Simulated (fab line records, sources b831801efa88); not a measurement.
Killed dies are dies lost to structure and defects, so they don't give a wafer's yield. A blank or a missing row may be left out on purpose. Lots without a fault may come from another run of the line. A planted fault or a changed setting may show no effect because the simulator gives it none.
Which tool did it? | flow sky130 | 11 lots, 33 wafers sampled, at 4 steps of a route of 708

WHAT THE GAUGES READ, wafer by wafer
SKY_SD_N_TW_MEAS_12. Usual: SD_N_TW 3970, standard deviation 43.
lot  | measured     | on            | SD_N_TW        | flag
L659 | day 28 03:17 | film_metro-01 | 3907 3907 3888 |
L660 | day 28 06:31 | film_metro-02 | 4028 4031 4021 |
L661 | day 28 14:26 | film_metro-02 | 4029 4026 4019 |
L662 | day 28 20:37 | film_metro-02 | 4018 3997 4007 |
L663 | day 30 01:38 | film_metro-03 | 3956 3975 3973 |
L670 | day 32 02:04 | film_metro-01 | 3803 3799 3806 | OFF
L669 | day 32 04:46 | film_metro-01 | 3812 3825 3857 | OFF
L675 | day 33 01:07 | film_metro-02 | 4003 3991 4016 |
L677 | day 33 18:34 | film_metro-01 | 3899 3912 3916 |
L680 | day 35 05:35 | film_metro-03 | 4010 3988 3991 |
L682 | day 35 13:31 | film_metro-03 | 3979 3957 4000 |

SKY_SD_N_RS_MEAS_16: measures by four-point-probe. Usual: SD_N_RS 68.55 ohm/sq, standard deviation 0.11.
lot  | measured     | on            | SD_N_RS (ohm/sq)  | flag
L659 | day 28 03:35 | film_metro-02 | 68.47 68.71 68.52 |
L660 | day 28 06:49 | film_metro-01 | 68.45 68.43 68.53 |
L661 | day 28 14:47 | film_metro-02 | 68.54 68.36 68.35 |
L662 | day 28 20:55 | film_metro-01 | 68.78 68.63 68.59 |
L663 | day 30 01:57 | film_metro-01 | 68.61 68.43 68.65 |
L670 | day 32 02:22 | film_metro-03 | 78.86 78.92 78.78 | OFF
L669 | day 32 05:03 | film_metro-02 | 78.74 78.84 78.87 | OFF
L675 | day 33 01:27 | film_metro-02 | 68.63 68.68 68.54 |
L677 | day 33 18:52 | film_metro-01 | 68.69 68.56 68.66 |
L680 | day 35 05:52 | film_metro-03 | 68.59 68.74 68.47 |
L682 | day 35 13:49 | film_metro-03 | 68.61 68.52 68.66 |

WHICH TOOL RAN EACH LOT (tool, then ch and the chambers of the sampled wafers, then the start)
lot  | SKY_SD_N_IMPLANT_09             | SKY_SD_N_STRIP_11
L659 | implanter-02 ch 0, day 28 02:55 | plasma_asher-03 ch 0,1, day 28 03:11
L660 | implanter-04 ch 0, day 28 06:07 | plasma_asher-03 ch 0,1, day 28 06:25
L661 | implanter-01 ch 0, day 28 14:04 | plasma_asher-02 ch 0,1, day 28 14:20
L662 | implanter-04 ch 0, day 28 20:13 | plasma_asher-02 ch 0,1, day 28 20:31
L663 | implanter-02 ch 0, day 30 01:17 | plasma_asher-02 ch 0,1, day 30 01:32
L670 | implanter-02 ch 0, day 32 01:41 | plasma_asher-03 ch 0,1, day 32 01:58
L669 | implanter-02 ch 0, day 32 04:22 | plasma_asher-02 ch 0,1, day 32 04:40
L675 | implanter-04 ch 0, day 33 00:43 | plasma_asher-02 ch 0,1, day 33 01:01
L677 | implanter-04 ch 0, day 33 18:11 | plasma_asher-01 ch 0,1, day 33 18:28
L680 | implanter-04 ch 0, day 35 05:11 | plasma_asher-01 ch 0,1, day 35 05:28
L682 | implanter-02 ch 0, day 35 13:07 | plasma_asher-01 ch 0,1, day 35 13:25
- SKY_SD_N_IMPLANT_09
- SKY_SD_N_STRIP_11: strips in O2/N2.

WHAT THE TOOLS THEMSELVES READ (means of the sampled wafers that have a number; where no wafer has one, the mark that the record gives instead)
SKY_SD_N_IMPLANT_09. Usual: beam_on_s 19.5 s, standard deviation 1.2; dose_ions_cm2 4e+15, standard deviation 4e+12.
lot  | tool         | beam_on_s (s) | dose_ions_cm2 | flag
L659 | implanter-02 | 17.8          | 4e+15         |
L660 | implanter-04 | 20.5          | 4e+15         |
L661 | implanter-01 | 20.5          | 4e+15         |
L662 | implanter-04 | 20.5          | 4e+15         |
L663 | implanter-02 | 17.7          | 4e+15         |
L670 | implanter-02 | 10.0          | 2e+15         | OFF
L669 | implanter-02 | 9.8           | 2e+15         | OFF
L675 | implanter-04 | 21.0          | 4e+15         |
L677 | implanter-04 | 20.7          | 4e+15         |
L680 | implanter-04 | 20.6          | 4e+15         |
L682 | implanter-02 | 18.1          | 4e+15         |

SKY_SD_N_STRIP_11. Usual: drypump_motor_current_A 6.0 A, standard deviation 0.37; oes_product_au 0.527 a.u., standard deviation 0.0047; strip_time_to_endpoint_s 22.56 s, standard deviation 0.042.
lot  | tool            | drypump_motor_current_A (A) | oes_product_au (a.u.) | strip_time_to_endpoint_s (s) | flag
L659 | plasma_asher-03 | 5.7                         | 0.526                 | 22.57                        |
L660 | plasma_asher-03 | 5.8                         | 0.525                 | 22.53                        |
L661 | plasma_asher-02 | 6.3                         | 0.527                 | 22.60                        |
L662 | plasma_asher-02 | 6.3                         | 0.524                 | 22.57                        |
L663 | plasma_asher-02 | 6.0                         | 0.526                 | 22.56                        |
L670 | plasma_asher-03 | 5.7                         | 0.562                 | 20.00                        | OFF
L669 | plasma_asher-02 | 6.0                         | 0.560                 | 20.09                        | OFF
L675 | plasma_asher-02 | 6.3                         | 0.528                 | 22.57                        |
L677 | plasma_asher-01 | 5.6                         | 0.529                 | 22.55                        |
L680 | plasma_asher-01 | 5.8                         | 0.528                 | 22.58                        |
L682 | plasma_asher-01 | 5.8                         | 0.526                 | 22.54                        |

THE ANSWER, worked out from the rows above alone
Rule: a lot is off if the mean of its wafers that have a number lies more than 3 standard deviations from the usual mean. A lot without any number at a reading at which 4 lots or more have one is off too. The other lots that the step has rows for count as sound. The gauges are gone through in route order, then the tools' own readings, and for those a lot's mean is taken as printed above. The first step at which some lot is off is used, and at that step the reading that is off furthest; a lot without a number counts as furthest.
Off: L670, L669, at SKY_SD_N_TW_MEAS_12 (SD_N_TW).
A tool fits if, at a process step before that reading, it ran every lot that is off, and no sound lot after the first of them. The gauges at SKY_SD_N_TW_MEAS_12 aren't tried: what is off there is off at SKY_SD_N_RS_MEAS_16 too, on other tools, and a gauge's error can't cause that. None of those tried fits.

WHAT THE SIMULATOR HAD PUT IN
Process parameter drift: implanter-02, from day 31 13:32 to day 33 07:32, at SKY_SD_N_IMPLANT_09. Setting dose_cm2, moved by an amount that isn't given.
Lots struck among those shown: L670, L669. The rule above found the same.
